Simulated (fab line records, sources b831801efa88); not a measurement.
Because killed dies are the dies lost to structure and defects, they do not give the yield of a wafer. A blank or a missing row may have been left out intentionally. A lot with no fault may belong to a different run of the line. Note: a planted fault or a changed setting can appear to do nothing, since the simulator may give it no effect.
Struck lot and sound lot, side by side / flow sfqLine / 42 out of 325 route steps
Sound: wafers L758.3, L758.4, L758.5. Struck: wafer L764.6 (L764.2, L764.5, from the same lot, were not struck and are left out); the cause is given at the end.
For every step that has rows: the tool of each side, followed by ch and its chambers, followed by its first start. Under that, the readings that differ: sound wafers / struck wafers / difference of the means / sigmas: that difference in standard deviations of wafers without a fault.
alike: words and numbers the same on both sides, and readings whose means are apart by under 2 such deviations; not compared: readings that were withheld, readings missing a value for some wafer, numbers with overlapping values and no deviation given by the record, and bounds like >300 which may hide the same value.
A row with sigmas, a row that says differs or no value, or rows on one side alone: a step with any of these is where the two part. Numbers that have no deviation but don't overlap get no sigmas and don't part them. Lack of a reading on every wafer of one side parts them only where that side has two or more wafers.

first, 6 steps without rows for these wafers: SFQ_TRILAYER_I0_VIA_LITHO_COAT_036 (resist thk 62 nm); SFQ_TRILAYER_I0_VIA_LITHO_COAT_031 (resist thk 650 nm); SFQ_TRILAYER_I0_VIA_LITHO_SOFTBAKE_035; SFQ_TRILAYER_I0_VIA_LITHO_EXPOSE_032 (exposes mask I0, target cd 500 nm); SFQ_TRILAYER_I0_VIA_LITHO_PEB_034 (peb time 60 s); SFQ_TRILAYER_I0_VIA_LITHO_DEVELOP_033 (time 60 s).
SFQ_I0_OVL_MEAS_908:
  sound on overlay-02, day 12 14:20; struck on overlay-02, day 15 01:28
  alike: I0_OVL
SFQ_TRILAYER_I0_VIA_BARC_OPEN_VIA_ETCH_046: etches BARC in O2, target depth 125 nm, time 41.7 s.
  sound on rieDiel-03 ch 0,2, day 12 14:21; struck on rieDiel-03 ch 0, day 15 01:30
  alike: drypumpMotorCurrentA, oesProductAu
  not compared: rfHoursCounterH
then, 1 step without rows for these wafers: SFQ_TRILAYER_I0_VIA_ETCH_VIA_ETCH_034 (etches SiO2 in CHF3, stops on Nb, target depth 260 nm).
SFQ_TRILAYER_I0_VIA_STRIP_STRIP_035: strips in O2.
  sound on rieMetal-03 ch 0,1, day 12 14:43; struck on rieMetal-03 ch 1, day 15 01:39
  alike: drypumpMotorCurrentA, oesProductAu
  not compared: rfHoursCounterH
then, 2 steps without rows for these wafers: SFQ_TRILAYER_I0_VIA_STRIP_SOLV_CLEAN_036 (cleans in NMP, time 600 s); SFQ_TRILAYER_M1_DEP_PRE_CLEAN_038 (time 22.5 s).
SFQ_TRILAYER_M1_DEP_SPUTTER_037: material Nb, target thk 200 nm, time 133.3 s.
  sound on pvdSputter-06, day 12 15:19; struck on pvdSputter-03, day 15 02:38
reading=model.Nb_of_TRILAYER_M1_DEP_SPUTTER_037.thkNm (nm); sound=196.8 199.7 197.7; struck=153.9; difference=-44.2; sigmas=
  alike: throttleValvePct
SFQ_M1_RS_MEAS_909: measurement is done with a four-point probe.
  sound on filmMetro-04, day 12 15:27; struck on filmMetro-01, day 15 02:44
reading=M1_NB_RS (ohm/sq); sound=0.905 0.892 0.901; struck=1.159; difference=+0.260; sigmas=+26
then, 6 steps without rows for these wafers: SFQ_TRILAYER_M1_LITHO_COAT_044 (resist thk 62 nm); SFQ_TRILAYER_M1_LITHO_COAT_039 (resist thk 600 nm); SFQ_TRILAYER_M1_LITHO_SOFTBAKE_043; SFQ_TRILAYER_M1_LITHO_EXPOSE_040 (exposes mask M1, target cd 500 nm); SFQ_TRILAYER_M1_LITHO_PEB_042 (peb time 60 s); SFQ_TRILAYER_M1_LITHO_DEVELOP_041 (time 60 s).
SFQ_M1_OVL_MEAS_911:
  sound on overlay-01, day 13 15:31; struck on overlay-01, day 15 16:55
  alike: M1_OVL
then, 1 step without rows for these wafers: SFQ_TRILAYER_M1_BARC_OPEN_METAL_ETCH_054 (etches BARC in O2, target depth 125 nm, time 41.7 s).
SFQ_TRILAYER_M1_ETCH_METAL_ETCH_042: etches Nb in Cl2/Ar, stops on SiO2, target depth 240 nm, time 120 s.
  sound on rieMetal-02 ch 0,1, day 13 15:38; struck on rieMetal-04 ch 0, day 15 17:00
reading=oesProductAu (a.u.); sound=0.881 0.895 0.893; struck=0.776; difference=-0.114; sigmas=-17
  alike: drypumpMotorCurrentA
  not compared: rfHoursCounterH
then, 3 steps without rows for these wafers: SFQ_TRILAYER_M1_STRIP_STRIP_043 (strips in O2); SFQ_TRILAYER_M1_STRIP_SOLV_CLEAN_044 (cleans in NMP, time 600 s); SFQ_TRILAYER_I1_DEP_PECVD_045 (deposits SiO2 from SiH4/N2O, time 111.11 s, target thk 500 nm).
SFQ_TRILAYER_I1_CMP_CMP_046: polishes SiO2.
  sound on cmp-01 ch 0,2, day 14 02:40; struck on cmp-01 ch 1, day 15 21:35
reading=motorCurrentA (A); sound=9.8 12.3 9.7; struck=7.5; difference=-3.1; sigmas=-2
  alike: timeToEndpointS
SFQ_I1_BOW_MEAS_912:
  sound on filmMetro-03, day 14 05:13; struck on filmMetro-03, day 15 22:36
  alike: I1_BOW
SFQ_TRILAYER_I1_METRO_MEASURE_047:
  sound on filmMetro-03, day 14 05:41; struck on filmMetro-03, day 15 22:54
  alike: thkNm
then, 6 steps without rows for these wafers: SFQ_TRILAYER_I1_VIA_LITHO_COAT_054 (resist thk 62 nm); SFQ_TRILAYER_I1_VIA_LITHO_COAT_049 (resist thk 650 nm); SFQ_TRILAYER_I1_VIA_LITHO_SOFTBAKE_053; SFQ_TRILAYER_I1_VIA_LITHO_EXPOSE_050 (exposes mask I1, target cd 500 nm); SFQ_TRILAYER_I1_VIA_LITHO_PEB_052 (peb time 60 s); SFQ_TRILAYER_I1_VIA_LITHO_DEVELOP_051 (time 60 s).
-- the record jumps here: 6 days lie between the struck wafers' starts before and after --
SFQ_I1_OVL_MEAS_913:
  sound on overlay-01, day 20 04:15; struck on overlay-01, day 22 08:49
  alike: I1_OVL
SFQ_TRILAYER_I1_VIA_BARC_OPEN_VIA_ETCH_071: etches BARC in O2, target depth 125 nm, time 41.7 s.
  sound on rieDiel-03 ch 1,2,3, day 20 04:16; struck on rieDiel-01 ch 2, day 22 08:50
  alike: drypumpMotorCurrentA, oesProductAu
  not compared: rfHoursCounterH
then, 4 steps without rows for these wafers: SFQ_TRILAYER_I1_VIA_ETCH_VIA_ETCH_052 (etches SiO2 in CHF3, stops on Nb, target depth 260 nm); SFQ_TRILAYER_I1_VIA_STRIP_STRIP_053 (strips in O2); SFQ_TRILAYER_I1_VIA_STRIP_SOLV_CLEAN_054 (cleans in NMP, time 600 s); SFQ_TRILAYER_M2_DEP_PRE_CLEAN_056 (time 22.5 s).
-- the record jumps here: 68 days lie between the struck wafers' starts before and after --
SFQ_M8_BOW_MEAS_951:
  sound on filmMetro-01, day 85 14:34; struck on filmMetro-02, day 90 02:53
reading=model.etest.m1.ohmUm; sound=1.799 1.779 1.784; struck=2.315; difference=+0.528; sigmas=
reading=model.etest.i0.linkOhm; sound=1.989 1.983 1.997; struck=2.295; difference=+0.305; sigmas=
reading=model.etest.m1.ohmSq; sound=0.904 0.8908 0.8998; struck=1.155; difference=+0.257; sigmas=
reading=model.etest.i1.linkOhm; sound=1.981 1.96 1.978; struck=2.229; difference=+0.256; sigmas=
  alike: M8_BOW

WHERE THEY PART
First at SFQ_M1_RS_MEAS_909; last, within this record, at SFQ_TRILAYER_I1_CMP_CMP_046. Later steps at which nothing parts them and some readings are alike: SFQ_I1_BOW_MEAS_912, SFQ_TRILAYER_I1_METRO_MEASURE_047, SFQ_I1_OVL_MEAS_913, SFQ_TRILAYER_I1_VIA_BARC_OPEN_VIA_ETCH_071, SFQ_M8_BOW_MEAS_951.

WHY: the cause the simulator had injected
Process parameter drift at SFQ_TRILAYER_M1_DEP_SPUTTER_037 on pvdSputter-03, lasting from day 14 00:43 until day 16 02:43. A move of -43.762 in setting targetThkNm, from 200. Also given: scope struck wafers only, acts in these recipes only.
